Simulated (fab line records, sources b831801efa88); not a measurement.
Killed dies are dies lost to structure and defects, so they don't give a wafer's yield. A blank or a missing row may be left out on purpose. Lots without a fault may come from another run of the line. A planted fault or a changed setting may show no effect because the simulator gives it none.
Which tool did it? | flow sky130 | 11 lots, 33 wafers sampled, at 6 steps of a route of 708

WHAT THE GAUGES READ, wafer by wafer
SKY_LOCAL_INTERCONNECT_OVL_MEAS_12.
lot  | measured     | on         | LOCAL_INTERCONNECT_OVL (nm)
L830 | day 32 03:05 | overlay-02 | 7 0 5
L829 | day 32 05:37 | overlay-02 | 3 5 5
L831 | day 32 06:31 | overlay-01 | -5 -3 -1
L832 | day 32 22:26 | overlay-02 | 9 -2 3
L833 | day 33 06:43 | overlay-01 | 5 10 9
L841 | day 35 12:34 | overlay-01 | 8 -2 4
L843 | day 36 07:35 | overlay-02 | 1 4 -3
L842 | day 36 10:45 | overlay-01 | -3 -3 -4
L845 | day 36 18:50 | overlay-02 | -4 3 -1
L847 | day 37 01:53 | overlay-02 | -3 5 6
L848 | day 37 12:59 | overlay-02 | -6 1 1

SKY_CONTACT_RS_MEAS_25: measures by four-point-probe.
lot  | measured     | on            | CONTACT_W_RS (ohm/sq)
L830 | day 33 07:52 | film_metro-03 | 0.341 0.339 0.335
L829 | day 33 11:15 | film_metro-01 | 0.201 0.200 0.336
L831 | day 33 12:01 | film_metro-01 | 0.200 0.336 0.338
L832 | day 34 04:12 | film_metro-01 | 0.333 0.201 0.329
L833 | day 34 11:43 | film_metro-03 | 0.340 0.341 0.347
L841 | day 36 17:17 | film_metro-04 | 0.334 0.334 0.340
L843 | day 37 12:26 | film_metro-04 | 0.340 0.345 0.338
L842 | day 37 15:11 | film_metro-04 | 0.341 0.328 0.337
L845 | day 37 23:36 | film_metro-01 | 0.337 0.333 0.335
L847 | day 38 06:35 | film_metro-03 | 0.341 0.341 0.347
L848 | day 38 16:53 | film_metro-01 | 0.335 0.339 0.336

SKY_CONTACT_THK_MEAS_26: measures by xrf.
lot  | measured     | on            | CONTACT_W_THK (nm)
L830 | day 33 07:59 | film_metro-03 | 342 341 344
L829 | day 33 11:22 | film_metro-01 | - - 345
L831 | day 33 12:07 | film_metro-01 | - 341 342
L832 | day 34 04:19 | film_metro-01 | 350 - 353
L833 | day 34 11:50 | film_metro-03 | 339 337 330
L841 | day 36 17:25 | film_metro-04 | 342 341 337
L843 | day 37 12:32 | film_metro-04 | 336 332 339
L842 | day 37 15:17 | film_metro-04 | 336 350 339
L845 | day 37 23:43 | film_metro-01 | 343 345 346
L847 | day 38 06:42 | film_metro-03 | 339 336 332
L848 | day 38 17:00 | film_metro-01 | 343 338 340

WHICH TOOL RAN EACH LOT (tool, then ch and the chambers of the sampled wafers, then the start)
lot  | SKY_POLY_CUT_ETCH_11               | SKY_LI_CONTACT_ETCH_15             | SKY_CONTACT_CVD_24
L830 | rie_diel-02 ch 0,1,2, day 26 04:33 | rie_diel-03 ch 1,2,3, day 30 22:22 | cvd_w-01 ch 0,1, day 33 07:46
L829 | rie_diel-04 ch 1,3, day 26 05:30   | rie_diel-02 ch 1,3, day 31 00:18   | cvd_w-02 ch 0,1, day 33 11:08
L831 | rie_diel-02 ch 0,2,3, day 26 06:27 | rie_diel-01 ch 0,3, day 31 01:20   | cvd_w-02 ch 0,1, day 33 11:55
L832 | rie_diel-02 ch 0,1,3, day 26 11:55 | rie_diel-01 ch 2,3, day 31 18:24   | cvd_w-02 ch 0,1, day 34 04:04
L833 | rie_diel-04 ch 0,2,3, day 27 07:16 | rie_diel-03 ch 1,2,3, day 32 02:40 | cvd_w-01 ch 0,1, day 34 11:37
L841 | rie_diel-04 ch 0,1, day 29 17:42   | rie_diel-02 ch 0,1,3, day 34 08:25 | cvd_w-02 ch 0,1, day 36 17:11
L843 | rie_diel-04 ch 0,1,2, day 30 12:52 | rie_diel-03 ch 1,2, day 35 04:04   | cvd_w-02 ch 0,1, day 37 12:18
L842 | rie_diel-03 ch 0,1,3, day 30 17:12 | rie_diel-02 ch 0,1, day 35 06:55   | cvd_w-02 ch 0,1, day 37 15:04
L845 | rie_diel-02 ch 0,2, day 31 02:25   | rie_diel-02 ch 2,3, day 35 14:55   | cvd_w-02 ch 0, day 37 23:29
L847 | rie_diel-04 ch 0,3, day 31 08:09   | rie_diel-02 ch 0,2,3, day 35 22:31 | cvd_w-02 ch 0,1, day 38 06:28
L848 | rie_diel-02 ch 1,2, day 31 21:48   | rie_diel-01 ch 0,2,3, day 36 09:51 | cvd_w-02 ch 0,1, day 38 16:46
- SKY_POLY_CUT_ETCH_11: etches Si3N4 in CF4/CH2F2/Ar, stops on poly-Si, time 42.5 s, target depth 60 nm.
- SKY_LI_CONTACT_ETCH_15: etches PSG in C4F8/O2/Ar, stops on Si, target depth 600 nm.
- SKY_CONTACT_CVD_24: deposits W, target thk 340 nm, time 102.12 s.

WHAT THE TOOLS THEMSELVES READ (means of the sampled wafers that have a number; where no wafer has one, the mark that the record gives instead)
SKY_POLY_CUT_ETCH_11.
lot  | tool        | drypump_motor_current_A (A) | oes_product_au (a.u.) | throttle_valve_pct (%)
L830 | rie_diel-02 | 6.0                         | 0.823                 | 15.003
L829 | rie_diel-04 | 6.0                         | 0.828                 | 14.991
L831 | rie_diel-02 | 5.5                         | 0.829                 | 14.998
L832 | rie_diel-02 | 5.8                         | 0.830                 | 14.994
L833 | rie_diel-04 | 5.9                         | 0.839                 | 15.002
L841 | rie_diel-04 | 5.6                         | 0.824                 | 14.990
L843 | rie_diel-04 | 5.6                         | 0.833                 | 14.996
L842 | rie_diel-03 | 5.9                         | 0.834                 | 14.994
L845 | rie_diel-02 | 5.7                         | 0.826                 | 14.994
L847 | rie_diel-04 | 6.2                         | 0.825                 | 14.990
L848 | rie_diel-02 | 6.2                         | 0.825                 | 14.984

SKY_LI_CONTACT_ETCH_15.
lot  | tool        | oes_product_au (a.u.)
L830 | rie_diel-03 | 0.834
L829 | rie_diel-02 | 0.842
L831 | rie_diel-01 | 0.836
L832 | rie_diel-01 | 0.836
L833 | rie_diel-03 | 0.833
L841 | rie_diel-02 | 0.839
L843 | rie_diel-03 | 0.835
L842 | rie_diel-02 | 0.841
L845 | rie_diel-02 | 0.838
L847 | rie_diel-02 | 0.842
L848 | rie_diel-01 | 0.841

SKY_CONTACT_CVD_24.
lot  | tool     | heater_power_w (W)
L830 | cvd_w-01 | 815
L829 | cvd_w-02 | 887
L831 | cvd_w-02 | 958
L832 | cvd_w-02 | 958
L833 | cvd_w-01 | 835
L841 | cvd_w-02 | 946
L843 | cvd_w-02 | 895
L842 | cvd_w-02 | 890
L845 | cvd_w-02 | 1026
L847 | cvd_w-02 | 883
L848 | cvd_w-02 | 960

THE ANSWER, worked out from the rows above alone
Rule: what is usual is taken from the lots themselves. Put in order of their means at a reading, lots are off if they are a third of the lots or fewer, leave a main group of 4 or more, and stand apart from it by a gap of 3 or more times the standard deviation of the main group's means; of several such gaps the widest counts. A main group whose means are all the same, to the digits that the tables above print for the reading, isn't used. A lot without any number at a reading at which 4 lots or more have one is off too. The other lots that the step has rows for count as sound. The gauges are gone through in route order, then the tools' own readings, and for those a lot's mean is taken as printed above. The first step at which some lot is off is used, and at that step the reading that is off furthest; a lot without a number counts as furthest.
Off: L829, L831, L832, at SKY_CONTACT_RS_MEAS_25 (CONTACT_W_RS). The main group: mean 0.339 ohm/sq, standard deviation 0.0031.
A tool fits if, at a process step before that reading, it ran every lot that is off, and no sound lot after the first of them. The gauges at SKY_CONTACT_RS_MEAS_25 are tried like those tools. None of those tried fits.

WHAT THE SIMULATOR HAD PUT IN
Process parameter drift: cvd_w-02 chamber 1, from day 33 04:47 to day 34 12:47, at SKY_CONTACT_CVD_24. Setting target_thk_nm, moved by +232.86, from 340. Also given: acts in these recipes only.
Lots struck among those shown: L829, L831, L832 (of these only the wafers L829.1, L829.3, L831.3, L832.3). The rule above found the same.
